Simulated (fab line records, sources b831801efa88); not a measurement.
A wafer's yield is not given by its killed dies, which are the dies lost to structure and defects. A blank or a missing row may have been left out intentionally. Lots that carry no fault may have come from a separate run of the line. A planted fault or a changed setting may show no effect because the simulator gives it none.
Which tool is to blame? + flow sky130 + 30 wafers from 10 lots sampled at 3 of the route's 708 steps

## WHAT THE GAUGES READ, wafer by wafer
SKY_VIA3_RS_MEAS_22: the measuring method here is four-point-probe.
| lot  | measured     | on           | VIA3_W_RS (ohm/sq)                  |
|------|--------------|--------------|-------------------------------------|
| L629 | day 39 04:11 | filmMetro-04 | 0.299 0.295 0.296                   |
| L630 | day 39 16:15 | filmMetro-01 | 0.296 0.296 0.301                   |
| L638 | day 42 05:37 | filmMetro-01 | 0.243 0.291 0.244 0.243 0.290 0.244 |
| L640 | day 42 16:42 | filmMetro-03 | 0.289 0.245 0.247 0.289 0.246 0.247 |
| L642 | day 43 07:15 | filmMetro-04 | 0.298 0.297 0.296                   |
| L644 | day 43 21:18 | filmMetro-01 | 0.296 0.297 0.294                   |
| L645 | day 44 20:28 | filmMetro-01 | 0.298 0.299 0.297                   |
| L648 | day 45 10:17 | filmMetro-04 | 0.295 0.293 0.296                   |
| L650 | day 45 22:17 | filmMetro-04 | 0.298 0.297 0.295                   |
| L652 | day 47 06:19 | filmMetro-03 | 0.302 0.299 0.297                   |

## EACH LOT AND THE TOOL THAT RAN IT (in order: tool; ch and the chambers of the sampled wafers; start)
| lot  | SKY_CAPM_STRIP_14                   | SKY_VIA3_CVD_21              |
|------|-------------------------------------|------------------------------|
| L629 | plasmaAsher-03 ch 0,1, day 36 21:38 | cvdW-02 ch 0,1, day 39 04:04 |
| L630 | plasmaAsher-03 ch 0,1, day 37 10:25 | cvdW-02 ch 0, day 39 16:00   |
| L638 | plasmaAsher-04 ch 1, day 40 01:14   | cvdW-01 ch 0,1, day 42 05:29 |
| L640 | plasmaAsher-04 ch 0,1, day 40 13:19 | cvdW-01 ch 0,1, day 42 16:33 |
| L642 | plasmaAsher-02 ch 0,1, day 41 04:32 | cvdW-02 ch 0,1, day 43 07:08 |
| L644 | plasmaAsher-02 ch 0,1, day 41 20:19 | cvdW-02 ch 0,1, day 43 21:11 |
| L645 | plasmaAsher-03 ch 0, day 42 20:22   | cvdW-02 ch 1, day 44 20:13   |
| L648 | plasmaAsher-04 ch 0,1, day 43 11:43 | cvdW-01 ch 0,1, day 45 10:10 |
| L650 | plasmaAsher-02 ch 0,1, day 43 23:47 | cvdW-02 ch 0, day 45 22:04   |
| L652 | plasmaAsher-03 ch 0,1, day 45 09:52 | cvdW-02 ch 0,1, day 47 06:12 |
- SKY_CAPM_STRIP_14: strips in O2/N2.
- SKY_VIA3_CVD_21: deposits W, target thk 390 nm, time 117.31 s.

## THE ANSWER, worked out from the rows above alone
Rule: what is usual is taken from the lots themselves. The widest of any qualifying gaps counts: lots, ordered by their means at a reading, are off when they make up no more than a third of the lots, leave a main group of 4 or more, and stand apart from it by 3 or more times the standard deviation of that group's means. If all means in a main group match to the digits the tables above print for the reading, that group is not used. A lot without any number at a reading at which 4 lots or more have one is off too. Where the step has rows for the other lots, those lots are counted as sound.
Off: L638, L640, seen at SKY_VIA3_RS_MEAS_22 (VIA3_W_RS). Main group: mean 0.297 ohm/sq, sd 0.0013.
A tool fits if, at a process step before that reading, it ran every lot that is off, and no sound lot after the first of them. The gauges at SKY_VIA3_RS_MEAS_22 are tried like those tools. Of those tried, none fits.

## WHAT THE SIMULATOR HAD INSERTED
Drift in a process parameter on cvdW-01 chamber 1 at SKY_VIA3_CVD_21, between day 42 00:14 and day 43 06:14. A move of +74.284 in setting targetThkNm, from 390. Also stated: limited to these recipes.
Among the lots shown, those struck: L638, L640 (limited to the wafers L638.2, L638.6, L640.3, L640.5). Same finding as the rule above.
